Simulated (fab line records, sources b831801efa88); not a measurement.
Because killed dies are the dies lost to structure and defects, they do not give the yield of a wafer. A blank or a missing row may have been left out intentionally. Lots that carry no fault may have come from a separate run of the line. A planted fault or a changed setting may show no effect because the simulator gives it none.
Struck lot and sound lot, side by side ; flow gf180mcu ; 18 out of 602 route steps
Sound: these wafers, L806.1, L806.3, L806.4. Wafers struck: L819.1, L819.2, L819.3. The cause is named last.
Each step with rows lists, per side, the tool, then ch with its chambers, then its first start. Under that, the readings that differ: sound wafers ; struck wafers ; difference of the means ; sigmas: that difference in standard deviations of wafers without a fault.
alike: readings with means less than 2 such deviations apart, plus words and numbers identical on both sides. not compared: withheld readings, readings lacking a value on some wafer, bounds such as >300 that could conceal the same value, and numbers that have no deviation in the record and whose values overlap.
A row with sigmas, a row that says differs or no value, or rows on one side alone: a step with any of these is where the two part. Non-overlapping numbers with no deviation appear without sigmas and do not part them. A reading missing from all wafers of one side parts the sides only when that side holds two or more wafers.

GF_POLY_GATE_OVL_MEAS_11:
  sound on overlay-02, day 9 17:29; struck on overlay-02, day 13 18:41
  alike: POLY_GATE_OVL
GF_POLY_GATE_ETCH_12: etches BARC in N2/H2.
  sound on rie_diel-01 ch 1,2,3, day 9 17:31; struck on rie_diel-04 ch 0,2,3, day 13 18:43
  alike: drypump_motor_current_A, oes_product_au, throttle_valve_pct
GF_POLY_GATE_ETCH_13: etches poly-Si in HBr/Cl2, stops on SiO2, target depth 198.5 nm, time 69.6 s.
  sound on rie_si-02 ch 1,2,3, day 9 17:35; struck on rie_si-01 ch 0,1,3, day 13 18:46
  alike: drypump_motor_current_A, oes_product_au, throttle_valve_pct
  not compared: rf_hours_counter_h
GF_POLY_GATE_STRIP_14: strips in O2/N2.
  sound on plasma_asher-02 ch 0,1, day 9 17:38; struck on plasma_asher-03 ch 0,1, day 13 18:50
reading;sound;struck;difference;sigmas
drypump_motor_current_A (A);5.61 5.61 5.61;6.04 6.30 6.07;+0.53;+2
  alike: heater_power_w, oes_product_au
  not compared: rf_hours_counter_h
then, 2 steps without rows for these wafers: GF_POLY_GATE_CLEAN_15 (cleans in SC1/SC2, time 150 s); GF_POLY_GATE_OXIDATION_16 (stabilise 600 s, purge 300 s, target thk 4 nm).
GF_POLY_GATE_THK_MEAS_17:
  sound on film_metro-04, day 9 19:02; struck on film_metro-03, day 13 20:23
  alike: POLY_GATE_OXIDATION_THK
GF_POLY_GATE_CD_MEAS_18:
  sound on cd_sem-02, day 9 19:05; struck on cd_sem-01, day 13 20:26
  alike: cd_nm
then, 4 steps without rows for these wafers: GF_HV_LDD_DEHYDRATE_00 (time 60 s); GF_HV_LDD_HMDS_01 (prime time 60 s); GF_HV_LDD_COAT_02 (resist thk 1000 nm); GF_HV_LDD_SOFTBAKE_03 (time 60 s).
GF_HV_LDD_EXPOSE_04: exposes mask Nplus LV AREA, target cd 400 nm.
  sound on iline_stepper-02 ch 0, day 10 03:31; struck on iline_stepper-02 ch 0, day 14 06:07
reading;sound;struck;difference;sigmas
exposure_dose_mJ_cm2;139.81 139.77 139.68;122.72 122.71 122.83;-17.00;-99 or more
  alike: mask
then, 2 steps without rows for these wafers: GF_HV_LDD_PEB_05; GF_HV_LDD_DEVELOP_06 (develop time 60 s).
GF_HV_LDD_CD_MEAS_07 targets a cd of 400 nm.
  sound on cd_sem-01, day 10 12:32; struck on cd_sem-01, day 14 16:32
reading;sound;struck;difference;sigmas
cd_nm (nm);398.4 400.9 398.4;360.1 358.9 359.7;-39.7;-17
GF_HV_LDD_OVL_MEAS_08:
  sound on overlay-02, day 10 12:39; struck on overlay-02, day 14 16:39
  alike: HV_LDD_OVL
GF_PASSIVATION_PROBE_99:
  rows exist in the record for the sound wafers here (prober-02, day 29 12:04), none for the struck ones

== WHERE THEY PART ==
First at GF_POLY_GATE_STRIP_14; last, within this record, at GF_PASSIVATION_PROBE_99.

WHY: what had been put in by the simulator
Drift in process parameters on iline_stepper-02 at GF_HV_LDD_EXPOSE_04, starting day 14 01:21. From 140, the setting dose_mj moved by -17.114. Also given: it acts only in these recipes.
